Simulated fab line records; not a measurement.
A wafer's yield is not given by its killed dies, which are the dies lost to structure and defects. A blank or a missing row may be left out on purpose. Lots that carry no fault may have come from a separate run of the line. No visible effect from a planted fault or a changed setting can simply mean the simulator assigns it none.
What tool caused it? / flow sky130 / 24 lots, 72 wafers sampled, at 3 steps of a route of 708

WHAT THE GAUGES READ, wafer by wafer
SKY_FIELD_ISO_BOW_MEAS_00.
lot=L074; measured=day 1 10:01; on=film_metro-03; INCOMING_BOW (um)=6 2 -3
lot=L075; measured=day 1 15:00; on=film_metro-01; INCOMING_BOW (um)=11 3 -5
lot=L076; measured=day 1 20:00; on=film_metro-02; INCOMING_BOW (um)=-1 7 -4
lot=L077; measured=day 2 01:01; on=film_metro-02; INCOMING_BOW (um)=-6 1 10
lot=L078; measured=day 2 06:00; on=film_metro-03; INCOMING_BOW (um)=-5 -3 5
lot=L079; measured=day 2 11:01; on=film_metro-03; INCOMING_BOW (um)=1 1 7
lot=L080; measured=day 2 16:00; on=film_metro-01; INCOMING_BOW (um)=0 0 7
lot=L081; measured=day 2 21:02; on=film_metro-02; INCOMING_BOW (um)=11 -1 1
lot=L082; measured=day 3 02:00; on=film_metro-03; INCOMING_BOW (um)=7 0 3
lot=L083; measured=day 3 07:00; on=film_metro-01; INCOMING_BOW (um)=2 -9 -12
lot=L084; measured=day 3 12:04; on=film_metro-02; INCOMING_BOW (um)=2 1 1
lot=L085; measured=day 3 17:02; on=film_metro-03; INCOMING_BOW (um)=-4 2 6
lot=L086; measured=day 3 22:01; on=film_metro-02; INCOMING_BOW (um)=6 9 6
lot=L087; measured=day 4 03:02; on=film_metro-01; INCOMING_BOW (um)=0 -12 -3
lot=L088; measured=day 4 08:01; on=film_metro-01; INCOMING_BOW (um)=5 -4 -12
lot=L089; measured=day 4 13:01; on=film_metro-03; INCOMING_BOW (um)=-9 3 17
lot=L090; measured=day 4 18:02; on=film_metro-01; INCOMING_BOW (um)=-1 3 13
lot=L091; measured=day 4 23:00; on=film_metro-03; INCOMING_BOW (um)=-4 5 0
lot=L092; measured=day 5 04:00; on=film_metro-02; INCOMING_BOW (um)=-2 7 5
lot=L093; measured=day 5 09:00; on=film_metro-02; INCOMING_BOW (um)=-7 -6 4
lot=L094; measured=day 5 14:00; on=film_metro-01; INCOMING_BOW (um)=-14 9 0
lot=L095; measured=day 5 19:01; on=film_metro-01; INCOMING_BOW (um)=-12 -10 11
lot=L096; measured=day 6 00:01; on=film_metro-01; INCOMING_BOW (um)=0 -6 -2
lot=L097; measured=day 6 05:00; on=film_metro-02; INCOMING_BOW (um)=1 -4 0

SKY_NWELL_TW_MEAS_15.
lot=L074; measured=day 5 02:16; on=film_metro-02; NWELL_TW=1792 1794 1797
lot=L075; measured=day 5 12:48; on=film_metro-03; NWELL_TW=1847 1837 1839
lot=L076; measured=day 5 12:56; on=film_metro-04; NWELL_TW=1798 1807 1814
lot=L077; measured=day 5 16:28; on=film_metro-03; NWELL_TW=1829 1848 1847
lot=L078; measured=day 5 18:07; on=film_metro-03; NWELL_TW=1835 1850 1842
lot=L079; measured=day 6 01:52; on=film_metro-04; NWELL_TW=1827 1820 1822
lot=L080; measured=day 6 05:07; on=film_metro-03; NWELL_TW=1841 1837 1844
lot=L081; measured=day 6 09:22; on=film_metro-04; NWELL_TW=1827 1817 1817
lot=L082; measured=day 6 20:13; on=film_metro-02; NWELL_TW=1809 1806 1802
lot=L083; measured=day 6 20:20; on=film_metro-03; NWELL_TW=1844 1840 1833
lot=L084; measured=day 7 01:17; on=film_metro-04; NWELL_TW=1828 1823 1827
lot=L085; measured=day 7 06:11; on=film_metro-03; NWELL_TW=1836 1840 1839
lot=L086; measured=day 7 10:45; on=film_metro-02; NWELL_TW=1806 1800 1802
lot=L087; measured=day 7 18:25; on=film_metro-02; NWELL_TW=1813 1803 1810
lot=L088; measured=day 8 01:46; on=film_metro-02; NWELL_TW=1794 1798 1806
lot=L089; measured=day 8 07:13; on=film_metro-04; NWELL_TW=1822 1817 1812
lot=L090; measured=day 8 12:43; on=film_metro-03; NWELL_TW=1833 1837 1837
lot=L091; measured=day 8 17:04; on=film_metro-04; NWELL_TW=1810 1814 1821
lot=L092; measured=day 8 22:43; on=film_metro-03; NWELL_TW=1822 1836 1825
lot=L093; measured=day 9 11:43; on=film_metro-03; NWELL_TW=1858 1857 1852
lot=L094; measured=day 9 18:07; on=film_metro-04; NWELL_TW=1801 1792 1802
lot=L095; measured=day 9 23:24; on=film_metro-02; NWELL_TW=1781 1785 1787
lot=L096; measured=day 10 01:34; on=film_metro-04; NWELL_TW=1792 1798 1792
lot=L097; measured=day 10 04:30; on=film_metro-02; NWELL_TW=1791 1792 1785

WHAT TOOL EACH LOT RAN ON (gives the tool, then ch and the chambers of the sampled wafers, and finally the start)
lot=L074; SKY_FIELD_ISO_ETCH_17=rie_si-02 ch 0,2, day 2 09:01
lot=L075; SKY_FIELD_ISO_ETCH_17=rie_si-01 ch 1,2,3, day 2 18:44
lot=L076; SKY_FIELD_ISO_ETCH_17=rie_si-02 ch 1,2,3, day 2 19:05
lot=L077; SKY_FIELD_ISO_ETCH_17=rie_si-01 ch 2,3, day 2 22:30
lot=L078; SKY_FIELD_ISO_ETCH_17=rie_si-01 ch 0,2,3, day 3 04:25
lot=L079; SKY_FIELD_ISO_ETCH_17=rie_si-02 ch 0,1,3, day 3 08:44
lot=L080; SKY_FIELD_ISO_ETCH_17=rie_si-02 ch 0,2,3, day 3 14:02
lot=L081; SKY_FIELD_ISO_ETCH_17=rie_si-01 ch 0,1, day 3 20:47
lot=L082; SKY_FIELD_ISO_ETCH_17=rie_si-02 ch 0,2,3, day 4 01:21
lot=L083; SKY_FIELD_ISO_ETCH_17=rie_si-01 ch 0,2, day 4 04:58
lot=L084; SKY_FIELD_ISO_ETCH_17=rie_si-02 ch 0,1, day 4 11:19
lot=L085; SKY_FIELD_ISO_ETCH_17=rie_si-01 ch 1,2,3, day 4 13:52
lot=L086; SKY_FIELD_ISO_ETCH_17=rie_si-02 ch 1,3, day 4 18:25
lot=L087; SKY_FIELD_ISO_ETCH_17=rie_si-01 ch 2,3, day 5 00:34
lot=L088; SKY_FIELD_ISO_ETCH_17=rie_si-01 ch 1,2, day 5 10:05
lot=L089; SKY_FIELD_ISO_ETCH_17=rie_si-02 ch 0,1,3, day 5 13:29
lot=L090; SKY_FIELD_ISO_ETCH_17=rie_si-01 ch 0,1,3, day 5 16:54
lot=L091; SKY_FIELD_ISO_ETCH_17=rie_si-02 ch 0,3, day 5 22:34
lot=L092; SKY_FIELD_ISO_ETCH_17=rie_si-01 ch 2,3, day 6 02:54
lot=L093; SKY_FIELD_ISO_ETCH_17=rie_si-02 ch 1,2,3, day 6 07:01
lot=L094; SKY_FIELD_ISO_ETCH_17=rie_si-01 ch 1,2,3, day 6 12:54
lot=L095; SKY_FIELD_ISO_ETCH_17=rie_si-01 ch 0,2, day 6 18:21
lot=L096; SKY_FIELD_ISO_ETCH_17=rie_si-01 ch 2,3, day 6 23:40
lot=L097; SKY_FIELD_ISO_ETCH_17=rie_si-01 ch 1,2,3, day 7 04:56
- SKY_FIELD_ISO_ETCH_17: etches Si in HBr/Cl2/O2, target depth 342 nm, time 97.7 s.

AS READ BY THE TOOLS THEMSELVES (means over the sampled wafers that have a number; for cases with no such wafer, the mark the record gives instead)
SKY_FIELD_ISO_ETCH_17.
lot=L074; tool=rie_si-02; drypump_motor_current_A (A)=6.2; oes_product_au (a.u.)=0.995; throttle_valve_pct (%)=25.661
lot=L075; tool=rie_si-01; drypump_motor_current_A (A)=5.7; oes_product_au (a.u.)=0.992; throttle_valve_pct (%)=25.655
lot=L076; tool=rie_si-02; drypump_motor_current_A (A)=5.9; oes_product_au (a.u.)=0.995; throttle_valve_pct (%)=25.670
lot=L077; tool=rie_si-01; drypump_motor_current_A (A)=5.6; oes_product_au (a.u.)=0.997; throttle_valve_pct (%)=25.656
lot=L078; tool=rie_si-01; drypump_motor_current_A (A)=5.9; oes_product_au (a.u.)=1.004; throttle_valve_pct (%)=25.657
lot=L079; tool=rie_si-02; drypump_motor_current_A (A)=6.0; oes_product_au (a.u.)=0.991; throttle_valve_pct (%)=25.658
lot=L080; tool=rie_si-02; drypump_motor_current_A (A)=6.3; oes_product_au (a.u.)=0.995; throttle_valve_pct (%)=25.655
lot=L081; tool=rie_si-01; drypump_motor_current_A (A)=6.1; oes_product_au (a.u.)=0.995; throttle_valve_pct (%)=25.669
lot=L082; tool=rie_si-02; drypump_motor_current_A (A)=6.3; oes_product_au (a.u.)=1.005; throttle_valve_pct (%)=25.657
lot=L083; tool=rie_si-01; drypump_motor_current_A (A)=5.8; oes_product_au (a.u.)=0.994; throttle_valve_pct (%)=25.654
lot=L084; tool=rie_si-02; drypump_motor_current_A (A)=5.7; oes_product_au (a.u.)=0.993; throttle_valve_pct (%)=25.662
lot=L085; tool=rie_si-01; drypump_motor_current_A (A)=5.7; oes_product_au (a.u.)=0.991; throttle_valve_pct (%)=25.679
lot=L086; tool=rie_si-02; drypump_motor_current_A (A)=5.6; oes_product_au (a.u.)=0.992; throttle_valve_pct (%)=25.656
lot=L087; tool=rie_si-01; drypump_motor_current_A (A)=5.7; oes_product_au (a.u.)=0.993; throttle_valve_pct (%)=25.652
lot=L088; tool=rie_si-01; drypump_motor_current_A (A)=5.6; oes_product_au (a.u.)=0.986; throttle_valve_pct (%)=25.662
lot=L089; tool=rie_si-02; drypump_motor_current_A (A)=6.0; oes_product_au (a.u.)=0.982; throttle_valve_pct (%)=25.666
lot=L090; tool=rie_si-01; drypump_motor_current_A (A)=5.9; oes_product_au (a.u.)=0.992; throttle_valve_pct (%)=25.661
lot=L091; tool=rie_si-02; drypump_motor_current_A (A)=6.4; oes_product_au (a.u.)=0.991; throttle_valve_pct (%)=25.667
lot=L092; tool=rie_si-01; drypump_motor_current_A (A)=5.7; oes_product_au (a.u.)=1.010; throttle_valve_pct (%)=25.653
lot=L093; tool=rie_si-02; drypump_motor_current_A (A)=5.9; oes_product_au (a.u.)=0.996; throttle_valve_pct (%)=25.664
lot=L094; tool=rie_si-01; drypump_motor_current_A (A)=5.6; oes_product_au (a.u.)=0.997; throttle_valve_pct (%)=25.662
lot=L095; tool=rie_si-01; drypump_motor_current_A (A)=6.1; oes_product_au (a.u.)=0.995; throttle_valve_pct (%)=25.657
lot=L096; tool=rie_si-01; drypump_motor_current_A (A)=5.7; oes_product_au (a.u.)=0.996; throttle_valve_pct (%)=25.666
lot=L097; tool=rie_si-01; drypump_motor_current_A (A)=5.6; oes_product_au (a.u.)=0.998; throttle_valve_pct (%)=25.667

THE ANSWER, worked out from the rows above alone
Rule: the lots themselves supply what counts as usual. Put in order of their means at a reading, lots are off if they are a third of the lots or fewer, leave a main group of 4 or more, and stand apart from it by a gap of 3 or more times the standard deviation of the main group's means; of several such gaps the widest counts. A main group whose means are all the same, to the digits that the tables above print for the reading, isn't used. Also off: a lot with no number at a reading for which 4 or more lots have one. Any other lot the step has rows for is counted as sound. Order of review: gauges by route order, followed by the tools' own readings, for which a lot's mean as printed above is used. The first step at which some lot is off is used, and at that step the reading that is off furthest; a lot without a number counts as furthest.
None of the lots is off at any reading shown; this tells nothing.

WHAT THE SIMULATOR PUT IN
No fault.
